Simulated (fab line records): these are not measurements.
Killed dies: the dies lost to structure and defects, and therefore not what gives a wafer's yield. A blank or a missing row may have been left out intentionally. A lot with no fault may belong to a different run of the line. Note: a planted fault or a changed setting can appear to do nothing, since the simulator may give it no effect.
What tool caused it? || flow sfq line || 14 lots, 42 wafers sampled, at 2 steps of a route of 325

WHAT THE GAUGES READ, wafer by wafer
SFQ_I0_OVL_MEAS_908.
{"lot": "L527", "measured": "day 17 17:45", "on": "overlay-01", "I0_OVL (nm)": "-1 -2 -5"}
{"lot": "L528", "measured": "day 17 23:44", "on": "overlay-02", "I0_OVL (nm)": "2 -6 2"}
{"lot": "L529", "measured": "day 18 08:08", "on": "overlay-01", "I0_OVL (nm)": "4 5 4"}
{"lot": "L530", "measured": "day 18 14:08", "on": "overlay-02", "I0_OVL (nm)": "6 1 4"}
{"lot": "L531", "measured": "day 18 17:52", "on": "overlay-02", "I0_OVL (nm)": "7 5 6"}
{"lot": "L532", "measured": "day 19 04:00", "on": "overlay-01", "I0_OVL (nm)": "1 -3 1"}
{"lot": "L533", "measured": "day 20 23:12", "on": "overlay-01", "I0_OVL (nm)": "6 2 -2"}
{"lot": "L534", "measured": "day 21 16:16", "on": "overlay-02", "I0_OVL (nm)": "4 0 3"}
{"lot": "L541", "measured": "day 24 14:17", "on": "overlay-01", "I0_OVL (nm)": "5 11 12"}
{"lot": "L542", "measured": "day 25 11:47", "on": "overlay-02", "I0_OVL (nm)": "-3 1 -1"}
{"lot": "L543", "measured": "day 25 16:35", "on": "overlay-02", "I0_OVL (nm)": "6 7 7"}
{"lot": "L544", "measured": "day 25 19:07", "on": "overlay-01", "I0_OVL (nm)": "-2 -6 -6"}
{"lot": "L546", "measured": "day 26 15:38", "on": "overlay-01", "I0_OVL (nm)": "-5 -3 -9"}
{"lot": "L548", "measured": "day 27 16:50", "on": "overlay-02", "I0_OVL (nm)": "4 4 2"}

WHAT TOOL EACH LOT RAN ON (gives the tool, then ch and the chambers of the sampled wafers, and finally the start)
{"lot": "L527", "SFQ_TRILAYER_M0_STRIP_STRIP_025": "rie metal-04 ch 0,1, day 11 18:59"}
{"lot": "L528", "SFQ_TRILAYER_M0_STRIP_STRIP_025": "rie metal-03 ch 0,1, day 12 01:59"}
{"lot": "L529", "SFQ_TRILAYER_M0_STRIP_STRIP_025": "rie metal-04 ch 0,1, day 12 11:35"}
{"lot": "L530", "SFQ_TRILAYER_M0_STRIP_STRIP_025": "rie metal-04 ch 0,1, day 12 21:11"}
{"lot": "L531", "SFQ_TRILAYER_M0_STRIP_STRIP_025": "rie metal-03 ch 0,1, day 13 11:43"}
{"lot": "L532", "SFQ_TRILAYER_M0_STRIP_STRIP_025": "rie metal-01 ch 0, day 14 10:31"}
{"lot": "L533", "SFQ_TRILAYER_M0_STRIP_STRIP_025": "rie metal-03 ch 0,1, day 14 20:19"}
{"lot": "L534", "SFQ_TRILAYER_M0_STRIP_STRIP_025": "rie metal-01 ch 0,1, day 15 08:07"}
{"lot": "L541", "SFQ_TRILAYER_M0_STRIP_STRIP_025": "rie metal-01 ch 0,1, day 17 15:46"}
{"lot": "L542", "SFQ_TRILAYER_M0_STRIP_STRIP_025": "rie metal-03 ch 0, day 18 05:20"}
{"lot": "L543", "SFQ_TRILAYER_M0_STRIP_STRIP_025": "rie metal-01 ch 0,1, day 18 09:34"}
{"lot": "L544", "SFQ_TRILAYER_M0_STRIP_STRIP_025": "rie metal-03 ch 0,1, day 18 20:29"}
{"lot": "L546", "SFQ_TRILAYER_M0_STRIP_STRIP_025": "rie metal-04 ch 0,1, day 19 18:37"}
{"lot": "L548", "SFQ_TRILAYER_M0_STRIP_STRIP_025": "rie metal-03 ch 0,1, day 20 15:01"}
- SFQ_TRILAYER_M0_STRIP_STRIP_025: strips in O2.

AS READ BY THE TOOLS THEMSELVES (means over the sampled wafers that have a number; for cases with no such wafer, the mark the record gives instead)
SFQ_TRILAYER_M0_STRIP_STRIP_025.
{"lot": "L527", "tool": "rie metal-04", "drypump motor current A (A)": 5.28, "he backside leak sccm (sccm)": 3.75, "oes product au (a.u.)": 1.006}
{"lot": "L528", "tool": "rie metal-03", "drypump motor current A (A)": 5.52, "he backside leak sccm (sccm)": 3.43, "oes product au (a.u.)": 0.995}
{"lot": "L529", "tool": "rie metal-04", "drypump motor current A (A)": 5.22, "he backside leak sccm (sccm)": 3.69, "oes product au (a.u.)": 0.998}
{"lot": "L530", "tool": "rie metal-04", "drypump motor current A (A)": 5.22, "he backside leak sccm (sccm)": 3.73, "oes product au (a.u.)": 0.995}
{"lot": "L531", "tool": "rie metal-03", "drypump motor current A (A)": 5.51, "he backside leak sccm (sccm)": 3.63, "oes product au (a.u.)": 1.005}
{"lot": "L532", "tool": "rie metal-01", "drypump motor current A (A)": 5.78, "he backside leak sccm (sccm)": 3.60, "oes product au (a.u.)": 1.001}
{"lot": "L533", "tool": "rie metal-03", "drypump motor current A (A)": 5.39, "he backside leak sccm (sccm)": 3.65, "oes product au (a.u.)": 1.001}
{"lot": "L534", "tool": "rie metal-01", "drypump motor current A (A)": 5.73, "he backside leak sccm (sccm)": 3.27, "oes product au (a.u.)": 0.998}
{"lot": "L541", "tool": "rie metal-01", "drypump motor current A (A)": 5.78, "he backside leak sccm (sccm)": 3.46, "oes product au (a.u.)": 1.001}
{"lot": "L542", "tool": "rie metal-03", "drypump motor current A (A)": 5.61, "he backside leak sccm (sccm)": 3.63, "oes product au (a.u.)": 1.001}
{"lot": "L543", "tool": "rie metal-01", "drypump motor current A (A)": 5.80, "he backside leak sccm (sccm)": 3.49, "oes product au (a.u.)": 0.995}
{"lot": "L544", "tool": "rie metal-03", "drypump motor current A (A)": 5.42, "he backside leak sccm (sccm)": 3.41, "oes product au (a.u.)": 1.001}
{"lot": "L546", "tool": "rie metal-04", "drypump motor current A (A)": 5.29, "he backside leak sccm (sccm)": 3.53, "oes product au (a.u.)": 0.995}
{"lot": "L548", "tool": "rie metal-03", "drypump motor current A (A)": 5.51, "he backside leak sccm (sccm)": 3.66, "oes product au (a.u.)": 0.995}

THE ANSWER, worked out from the rows above alone
Rule: the usual values come from the lots themselves. The widest of any qualifying gaps counts: lots, ordered by their means at a reading, are off when they make up no more than a third of the lots, leave a main group of 4 or more, and stand apart from it by 3 or more times the standard deviation of that group's means. If all means in a main group match to the digits the tables above print for the reading, that group is not used. Also off: a lot with no number at a reading for which 4 or more lots have one. Any other lot the step has rows for is counted as sound. After the gauges, taken in route order, come the tools' own readings; for these a lot's mean is taken, as printed above. The first step at which some lot is off is used, and at that step the reading that is off furthest; a lot without a number counts as furthest.
No lot is off at any reading shown: from this, nothing can be told.

WHAT THE SIMULATOR PUT IN
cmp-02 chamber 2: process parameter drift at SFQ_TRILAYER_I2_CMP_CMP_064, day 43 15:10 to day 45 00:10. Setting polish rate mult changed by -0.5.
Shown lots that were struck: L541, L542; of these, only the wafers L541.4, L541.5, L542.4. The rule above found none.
